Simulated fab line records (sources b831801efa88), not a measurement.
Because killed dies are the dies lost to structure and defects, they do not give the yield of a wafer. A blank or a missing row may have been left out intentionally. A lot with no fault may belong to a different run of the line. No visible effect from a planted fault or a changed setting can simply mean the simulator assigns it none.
fab line records + flow gf180mcu
record
- lots=12
- wafers=36
- last-day=34
route steps=602 shown POLY_GATE@173 M2@367 V2@385
lots that met no fault: taken from a fault-free run of the same line
start-h: start of the lot's first displayed wafer, in hours after the record's first day + wait-h: hours elapsed since this lot's preceding step + " same as the row above + L1.1+2: a single row standing in for several wafers + - either no value or no given start + * or withheld: withheld + < > ~ a bound
route shown NAME@n: names a module that has steps shown in the file, with the first one's number in the route + usual: the fault-free wafers' mean and standard deviation + same: alike in all rows + chamber/n: place in a boat + sites: the reading at each site + _std_site: how widely they spread, as a standard deviation + _edge_site: mean of outer sites minus mean of inner sites + radius-mm: how far each site lies from the wafer's centre + mask NAME#n: copy n + behind: the last tool/chamber to shape the wafer + hold: reason for holding the lot/hours on hold/outcome of the hold + device: the transistor (n, p or np) that didn't switch + end of line: tests run on the same wafers once the route is complete + for a step that has no rows: nothing shown but its recipe + killed: dies lost to structure and defects at the first sort, not the wafer's yield + map: a wafer's dies, x killed, . not, _ none there
set.NAME: the setting as run; set.NAME@STEP: as run at that earlier step + model.NAME: the simulator's own value behind a step, which no gauge read
steps of the route over a sample of lots; a table a step, a row a wafer
services: when a tool's chamber went out of use (start-h, in hours from the record's first day, below 0 if earlier), for how many hours, and the reason
## steps
# step GF_POLY_GATE_OXIDATION_16
# recipe
- temp-c=850
- ambient=O2
- stabilise-s=600
- purge-s=300
- target-thk-a=40
- ox-time-s=899
# usual
- spike-tc-bottom-C=866.2/1.3
- spike-tc-centre-C=850.6/1
- spike-tc-lower-C=850.2/1.2
- spike-tc-top-C=865.2/1.1
- spike-tc-upper-C=849.6/0.96
- zone-power-lower-pct=15.45/0.15
- zone-power-top-pct=31.3/0.51
- zone-power-upper-pct=17.49/0.18
# same
- ox-time-s=899
| lot.wafer | tool       | chamber | start-h | wait-h | spike-tc-bottom-C | spike-tc-centre-C | spike-tc-lower-C | spike-tc-top-C | spike-tc-upper-C | zone-power-lower-pct | zone-power-top-pct | zone-power-upper-pct |
|-----------|------------|---------|---------|--------|-------------------|-------------------|------------------|----------------|------------------|----------------------|--------------------|----------------------|
| L457.2    | furnace-01 | 0       | 194.89  | 1.4    | 867.5             | 852.1             | 851.8            | 865.4          | 848.9            | 15.46                | 31.0               | 17.56                |
| L457.5    | "          | 0       | "       | "      | 866.3             | 851.6             | 851.2            | 864.7          | 851.0            | 15.09                | 31.1               | 17.54                |
| L457.6    | "          | 0       | "       | "      | 863.5             | 850.2             | 850.3            | 864.2          | 849.6            | 15.63                | 30.7               | 17.80                |
| L458.2    | furnace-01 | 0       | 200.75  | 0.0    | 867.7             | 850.4             | 849.6            | 865.1          | 849.6            | 15.47                | 30.7               | 17.39                |
| L458.5    | "          | 0       | "       | "      | 866.1             | 850.5             | 850.3            | 864.4          | 849.5            | 15.37                | 31.3               | 17.23                |
| L458.6    | "          | 0       | "       | "      | 868.3             | 850.0             | 850.0            | 867.1          | 849.8            | 15.39                | 30.7               | 17.29                |
| L459.1    | furnace-02 | 0       | 209.22  | 0.5    | 864.6             | 849.7             | 848.6            | 866.3          | 850.3            | 15.42                | 31.9               | 17.53                |
| L459.2    | "          | 0       | "       | "      | 864.0             | 851.5             | 849.5            | 864.8          | 850.1            | 15.15                | 32.2               | 17.48                |
| L459.4    | "          | 0       | "       | "      | 865.4             | 849.7             | 847.2            | 866.2          | 849.0            | 15.22                | 31.7               | 17.29                |
| L463.2    | furnace-01 | 0       | 243.53  | 4.4    | 867.9             | 848.8             | 851.0            | 864.8          | 848.5            | 15.53                | 31.5               | 17.62                |
| L463.4    | "          | 0       | "       | "      | 866.7             | 850.5             | 850.8            | 866.0          | 848.3            | 15.18                | 31.0               | 17.59                |
| L463.6    | "          | 0       | "       | "      | 866.0             | 850.7             | 850.3            | 865.9          | 849.9            | 15.48                | 31.4               | 17.41                |
| L466.2    | furnace-01 | 0       | 263.14  | 0.0    | 845.9             | 828.2             | 828.2            | 843.5          | 827.3            | 14.61                | 29.8               | 16.60                |
| L466.4    | "          | 0       | "       | "      | 845.6             | 828.3             | 829.9            | 844.6          | 826.4            | 14.70                | 29.3               | 15.97                |
| L466.5    | "          | 0       | "       | "      | 846.3             | 828.9             | 828.5            | 844.8          | 827.7            | 14.65                | 30.2               | 16.60                |
| L468.2    | furnace-01 | 0       | 279.62  | 1.0    | 846.1             | 827.5             | 830.4            | 844.4          | 827.1            | 14.53                | 29.0               | 16.53                |
| L468.3    | "          | 0       | "       | "      | 845.1             | 829.6             | 828.3            | 844.2          | 825.9            | 14.52                | 29.7               | 16.41                |
| L468.4    | "          | 0       | "       | "      | 845.3             | 828.0             | 828.7            | 843.9          | 828.7            | 14.99                | 30.2               | 16.78                |
| L471.1    | furnace-02 | 0       | 306.51  | 1.1    | 864.4             | 849.3             | 849.9            | 865.1          | 849.6            | 15.64                | 31.7               | 17.58                |
| L471.2    | "          | 0       | "       | "      | 864.0             | 847.5             | 848.3            | 865.0          | 849.0            | 15.48                | 32.2               | 17.50                |
| L471.6    | "          | 0       | "       | "      | 865.8             | 851.1             | 850.6            | 866.2          | 849.6            | 15.35                | 32.0               | 17.49                |
| L473.1    | furnace-02 | 0       | 323.49  | 0.0    | 864.9             | 851.4             | 849.3            | 865.0          | 851.0            | 15.36                | 31.6               | 17.21                |
| L473.2    | "          | 0       | "       | "      | 863.0             | 850.2             | 849.0            | 863.4          | 850.8            | 15.60                | 31.1               | 17.26                |
| L473.4    | "          | 0       | "       | "      | 866.4             | 850.7             | 848.1            | 865.2          | 849.2            | 15.56                | 31.6               | 17.48                |
| L476.3    | furnace-01 | 0       | 339.89  | 0.0    | 867.0             | 850.9             | 851.5            | 866.1          | 850.6            | 15.12                | 31.1               | 17.18                |
| L476.5    | "          | 0       | "       | "      | 866.9             | 852.3             | 851.3            | 862.6          | 849.5            | 15.47                | 31.0               | 17.36                |
| L476.6    | "          | 0       | "       | "      | 866.1             | 851.4             | 849.8            | 865.8          | 849.9            | 15.28                | 30.9               | 17.36                |
| L477.1    | furnace-01 | 0       | 341.14  | 0.6    | 867.3             | 850.6             | 851.8            | 863.6          | 849.4            | 15.39                | 30.8               | 17.28                |
| L477.5    | "          | 0       | "       | "      | 868.7             | 849.6             | 850.3            | 864.6          | 847.7            | 15.53                | 31.2               | 17.31                |
| L477.6    | "          | 0       | "       | "      | 864.6             | 849.7             | 848.4            | 865.3          | 849.9            | 15.26                | 30.5               | 17.48                |
| L478.2    | furnace-01 | 0       | 349.62  | 0.0    | 866.1             | 850.2             | 850.3            | 863.1          | 851.3            | 15.40                | 31.0               | 17.60                |
| L478.5    | "          | 0       | "       | "      | 867.1             | 851.4             | 850.2            | 864.9          | 849.0            | 15.18                | 31.2               | 17.55                |
| L478.6    | "          | 0       | "       | "      | 866.2             | 851.1             | 850.4            | 866.1          | 848.7            | 15.45                | 31.2               | 17.41                |
| L480.2    | furnace-02 | 0       | 359.50  | 0.0    | 865.6             | 850.4             | 849.5            | 866.6          | 848.4            | 15.55                | 32.2               | 17.39                |
| L480.3    | "          | 0       | "       | "      | 864.1             | 851.9             | 848.0            | 864.8          | 848.5            | 15.19                | 31.9               | 17.48                |
| L480.6    | "          | 0       | "       | "      | 865.7             | 850.2             | 849.1            | 865.2          | 851.1            | 15.59                | 31.6               | 17.51                |
# step GF_POLY_GATE_THK_MEAS_17
# recipe
- reads=SiO2_of_POLY_GATE_OXIDATION_16
# usual
- POLY_GATE_OXIDATION_THK=3.96/0.066
| lot.wafer | tool          | chamber | start-h | wait-h | hold                     | POLY_GATE_OXIDATION_THK[nm] |
|-----------|---------------|---------|---------|--------|--------------------------|-----------------------------|
| L457.2    | film-metro-03 | -       | 196.15  | 0.0    | -                        | 3.95                        |
| L457.5    | "             | -       | "       | "      | -                        | 3.94                        |
| L457.6    | "             | -       | "       | "      | -                        | 3.99                        |
| L458.2    | film-metro-01 | -       | 202.01  | 0.0    | -                        | 3.89                        |
| L458.5    | "             | -       | "       | "      | -                        | 3.92                        |
| L458.6    | "             | -       | "       | "      | -                        | 3.88                        |
| L459.1    | film-metro-04 | -       | 210.52  | 0.0    | -                        | 4.01                        |
| L459.2    | "             | -       | "       | "      | -                        | 4.07                        |
| L459.4    | "             | -       | "       | "      | -                        | 3.97                        |
| L463.2    | film-metro-01 | -       | 244.79  | 0.0    | -                        | 3.96                        |
| L463.4    | "             | -       | "       | "      | -                        | 3.85                        |
| L463.6    | "             | -       | "       | "      | -                        | 3.95                        |
| L466.2    | film-metro-01 | -       | 264.40  | 0.0    | await-dispo/0.2h/release | 2.89                        |
| L466.4    | "             | -       | "       | "      | await-dispo/0.2h/release | 2.95                        |
| L466.5    | "             | -       | "       | "      | await-dispo/0.2h/release | 2.95                        |
| L466.2    | film-metro-01 | -       | 264.63  | 0.2    | -                        | 2.94                        |
| L466.4    | "             | -       | "       | "      | -                        | 2.93                        |
| L466.5    | "             | -       | "       | "      | -                        | 2.98                        |
| L468.2    | film-metro-04 | -       | 280.88  | 0.0    | await-dispo/0.2h/release | 2.89                        |
| L468.3    | "             | -       | "       | "      | await-dispo/0.2h/release | 2.96                        |
| L468.4    | "             | -       | "       | "      | await-dispo/0.2h/release | 3.00                        |
| L468.2    | film-metro-04 | -       | 281.11  | 0.2    | -                        | 2.94                        |
| L468.3    | "             | -       | "       | "      | -                        | 2.99                        |
| L468.4    | "             | -       | "       | "      | -                        | 3.07                        |
| L471.1    | film-metro-03 | -       | 307.76  | 0.0    | -                        | 3.90                        |
| L471.2    | "             | -       | "       | "      | -                        | 3.94                        |
| L471.6    | "             | -       | "       | "      | -                        | 3.90                        |
| L473.1    | film-metro-03 | -       | 324.74  | 0.0    | -                        | 4.06                        |
| L473.2    | "             | -       | "       | "      | -                        | 4.00                        |
| L473.4    | "             | -       | "       | "      | -                        | 4.06                        |
| L476.3    | film-metro-01 | -       | 341.16  | 0.0    | -                        | 3.94                        |
| L476.5    | "             | -       | "       | "      | -                        | 3.85                        |
| L476.6    | "             | -       | "       | "      | -                        | 3.83                        |
| L477.1    | film-metro-01 | -       | 342.39  | 0.0    | -                        | 3.99                        |
| L477.5    | "             | -       | "       | "      | -                        | 3.90                        |
| L477.6    | "             | -       | "       | "      | -                        | 3.95                        |
| L478.2    | film-metro-01 | -       | 350.88  | 0.0    | -                        | 3.94                        |
| L478.5    | "             | -       | "       | "      | -                        | 3.94                        |
| L478.6    | "             | -       | "       | "      | -                        | 3.96                        |
| L480.2    | film-metro-03 | -       | 360.76  | 0.0    | -                        | 3.88                        |
| L480.3    | "             | -       | "       | "      | -                        | 3.81                        |
| L480.6    | "             | -       | "       | "      | -                        | 3.90                        |
# step GF_M2_RS_MEAS_05
# recipe
- thk-meas-gauge=four-point-probe
- reads=TiN_of_M2_SPUTTER_04+Ti_of_M2_SPUTTER_03+AlCu_of_M2_SPUTTER_02+TiN_of_M2_SPUTTER_01+Ti_of_M2_SPUTTER_00
# usual
- M2_ALCU_RS=0.0698/0.00062
| lot.wafer | tool          | chamber | start-h | wait-h | M2_ALCU_RS[ohm/sq] |
|-----------|---------------|---------|---------|--------|--------------------|
| L457.2    | film-metro-03 | -       | 406.17  | 0.0    | 0.0694             |
| L457.5    | "             | -       | "       | "      | 0.0693             |
| L457.6    | "             | -       | "       | "      | 0.0692             |
| L458.2    | film-metro-04 | -       | 413.32  | 0.0    | 0.0690             |
| L458.5    | "             | -       | "       | "      | 0.0712             |
| L458.6    | "             | -       | "       | "      | 0.0702             |
| L459.1    | film-metro-04 | -       | 426.63  | 0.0    | 0.0696             |
| L459.2    | "             | -       | "       | "      | 0.0712             |
| L459.4    | "             | -       | "       | "      | 0.0707             |
| L463.2    | film-metro-03 | -       | 469.24  | 0.0    | 0.0696             |
| L463.4    | "             | -       | "       | "      | 0.0697             |
| L463.6    | "             | -       | "       | "      | 0.0695             |
| L466.2    | film-metro-03 | -       | 499.39  | 0.0    | 0.0698             |
| L466.4    | "             | -       | "       | "      | 0.0685             |
| L466.5    | "             | -       | "       | "      | 0.0696             |
| L468.2    | film-metro-03 | -       | 516.75  | 0.0    | 0.0699             |
| L468.3    | "             | -       | "       | "      | 0.0700             |
| L468.4    | "             | -       | "       | "      | 0.0706             |
| L471.1    | film-metro-01 | -       | 546.86  | 0.0    | 0.0691             |
| L471.2    | "             | -       | "       | "      | 0.0701             |
| L471.6    | "             | -       | "       | "      | 0.0702             |
| L473.1    | film-metro-01 | -       | 563.48  | 0.0    | 0.0702             |
| L473.2    | "             | -       | "       | "      | 0.0702             |
| L473.4    | "             | -       | "       | "      | 0.0694             |
| L476.3    | film-metro-03 | -       | 582.33  | 0.1    | 0.0697             |
| L476.5    | "             | -       | "       | "      | 0.0696             |
| L476.6    | "             | -       | "       | "      | 0.0694             |
| L477.1    | film-metro-04 | -       | 582.72  | 0.0    | 0.0696             |
| L477.5    | "             | -       | "       | "      | 0.0693             |
| L477.6    | "             | -       | "       | "      | 0.0699             |
| L478.2    | film-metro-03 | -       | 592.77  | 0.0    | 0.0697             |
| L478.5    | "             | -       | "       | "      | 0.0702             |
| L478.6    | "             | -       | "       | "      | 0.0703             |
| L480.2    | film-metro-01 | -       | 602.56  | 0.0    | 0.0695             |
| L480.3    | "             | -       | "       | "      | 0.0689             |
| L480.6    | "             | -       | "       | "      | 0.0694             |
# step GF_V2_THK_MEAS_03
# recipe
- reads=SiO2_of_V2_CVD_02
# usual
- V2_CVD_02_THK=847/11
| lot.wafer | tool          | chamber | start-h | wait-h | V2_CVD_02_THK[nm] |
|-----------|---------------|---------|---------|--------|-------------------|
| L457.2    | film-metro-02 | -       | 430.12  | 0.0    | 843               |
| L457.5    | "             | -       | "       | "      | 854               |
| L457.6    | "             | -       | "       | "      | 855               |
| L458.2    | film-metro-03 | -       | 438.38  | 0.0    | 839               |
| L458.5    | "             | -       | "       | "      | 852               |
| L458.6    | "             | -       | "       | "      | 852               |
| L459.1    | film-metro-02 | -       | 452.05  | 0.0    | 825               |
| L459.2    | "             | -       | "       | "      | 843               |
| L459.4    | "             | -       | "       | "      | 849               |
| L463.2    | film-metro-03 | -       | 494.16  | 0.0    | 843               |
| L463.4    | "             | -       | "       | "      | 866               |
| L463.6    | "             | -       | "       | "      | 861               |
| L466.2    | film-metro-04 | -       | 523.47  | 0.0    | 837               |
| L466.4    | "             | -       | "       | "      | 858               |
| L466.5    | "             | -       | "       | "      | 848               |
| L468.2    | film-metro-03 | -       | 539.87  | 0.0    | 846               |
| L468.3    | "             | -       | "       | "      | 859               |
| L468.4    | "             | -       | "       | "      | 857               |
| L471.1    | film-metro-03 | -       | 569.91  | 0.0    | 837               |
| L471.2    | "             | -       | "       | "      | 838               |
| L471.6    | "             | -       | "       | "      | 867               |
| L473.1    | film-metro-03 | -       | 585.81  | 0.0    | 832               |
| L473.2    | "             | -       | "       | "      | 825               |
| L473.4    | "             | -       | "       | "      | 843               |
| L476.3    | film-metro-02 | -       | 604.50  | 0.1    | 850               |
| L476.5    | "             | -       | "       | "      | 853               |
| L476.6    | "             | -       | "       | "      | 851               |
| L477.1    | film-metro-04 | -       | 605.30  | 0.0    | 831               |
| L477.5    | "             | -       | "       | "      | 849               |
| L477.6    | "             | -       | "       | "      | 861               |
| L478.2    | film-metro-02 | -       | 615.14  | 0.0    | 843               |
| L478.5    | "             | -       | "       | "      | 860               |
| L478.6    | "             | -       | "       | "      | 844               |
| L480.2    | film-metro-02 | -       | 623.94  | 0.0    | 839               |
| L480.3    | "             | -       | "       | "      | 823               |
| L480.6    | "             | -       | "       | "      | 853               |
# step GF_V2_BOW_MEAS_05
# recipe
- mode=bow
# usual
- V2_BOW=99/8.6
| lot.wafer | tool          | chamber | start-h | wait-h | V2_BOW[um] |
|-----------|---------------|---------|---------|--------|------------|
| L457.2    | film-metro-02 | -       | 430.49  | 0.3    | 116        |
| L457.5    | "             | -       | "       | "      | 109        |
| L457.6    | "             | -       | "       | "      | 111        |
| L458.2    | film-metro-04 | -       | 439.02  | 0.2    | 101        |
| L458.5    | "             | -       | "       | "      | 95         |
| L458.6    | "             | -       | "       | "      | 92         |
| L459.1    | film-metro-04 | -       | 452.41  | 0.1    | 87         |
| L459.2    | "             | -       | "       | "      | 90         |
| L459.4    | "             | -       | "       | "      | 93         |
| L463.2    | film-metro-04 | -       | 494.53  | 0.2    | 100        |
| L463.4    | "             | -       | "       | "      | 111        |
| L463.6    | "             | -       | "       | "      | 105        |
| L466.2    | film-metro-02 | -       | 523.84  | 0.2    | 94         |
| L466.4    | "             | -       | "       | "      | 95         |
| L466.5    | "             | -       | "       | "      | 106        |
| L468.2    | film-metro-04 | -       | 540.24  | 0.2    | 98         |
| L468.3    | "             | -       | "       | "      | 96         |
| L468.4    | "             | -       | "       | "      | 95         |
| L471.1    | film-metro-02 | -       | 570.27  | 0.1    | 96         |
| L471.2    | "             | -       | "       | "      | 107        |
| L471.6    | "             | -       | "       | "      | 97         |
| L473.1    | film-metro-04 | -       | 586.17  | 0.1    | 102        |
| L473.2    | "             | -       | "       | "      | 101        |
| L473.4    | "             | -       | "       | "      | 79         |
| L476.3    | film-metro-02 | -       | 604.93  | 0.2    | 84         |
| L476.5    | "             | -       | "       | "      | 103        |
| L476.6    | "             | -       | "       | "      | 90         |
| L477.1    | film-metro-02 | -       | 605.66  | 0.2    | 105        |
| L477.5    | "             | -       | "       | "      | 108        |
| L477.6    | "             | -       | "       | "      | 107        |
| L478.2    | film-metro-02 | -       | 615.51  | 0.2    | 100        |
| L478.5    | "             | -       | "       | "      | 90         |
| L478.6    | "             | -       | "       | "      | 107        |
| L480.2    | film-metro-03 | -       | 624.31  | 0.3    | 84         |
| L480.3    | "             | -       | "       | "      | 103        |
| L480.6    | "             | -       | "       | "      | 95         |
## services
| tool       | chamber | start-h | hours | kind   |
|------------|---------|---------|-------|--------|
| furnace-02 | -       | 234.19  | 5.3   | pm     |
| furnace-02 | -       | 239.46  | 4.0   | pm     |
| furnace-02 | -       | 242.88  | 11.5  | repair |
| furnace-01 | -       | 255.47  | 3.2   | pm     |
| furnace-02 | -       | 278.06  | 3.1   | pm     |
| furnace-01 | -       | 303.54  | 3.8   | pm     |
## key
first-sign
- step=GF_POLY_GATE_OXIDATION_16
- reading=spike-tc-upper-C
- direction=down
- sigmas=23
- usual=849.6
- struck=827.2
effect
- step=GF_POLY_GATE_OXIDATION_16
- reading=spike-tc-centre-C
- direction=down
- sigmas=22
- usual=850.6
- struck=828.4
effect
- step=GF_POLY_GATE_THK_MEAS_17
- reading=visit
- direction=added
effect
- step=GF_POLY_GATE_THK_MEAS_17
- reading=POLY_GATE_OXIDATION_THK
- direction=down
- sigmas=15
- usual=3.96
- struck=2.94
met-at GF_POLY_GATE_OXIDATION_16
struck-lots L466,L468
tester-left-out L466,L468
not-acting-at GF_M2_RS_MEAS_05,GF_V2_THK_MEAS_03,GF_V2_BOW_MEAS_05
onset-between 243.53 263.14
fault
- kind=process-parameter-drift
- tool=furnace-01
- chamber=-
- onset-h=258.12
- steps=GF_POLY_GATE_OXIDATION_16
- channel=temp-c
- offset=*
- shape=step
- end-h=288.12
- acts-in=*
- stated=*
# tester-left-out: of these lots the tester's yield and bins aren't shown, on N5 and GAA mostly nor the transistor test; their killed dies are dies lost to structure and defects alone, not to doping, threshold or leakage, so they don't give the yield
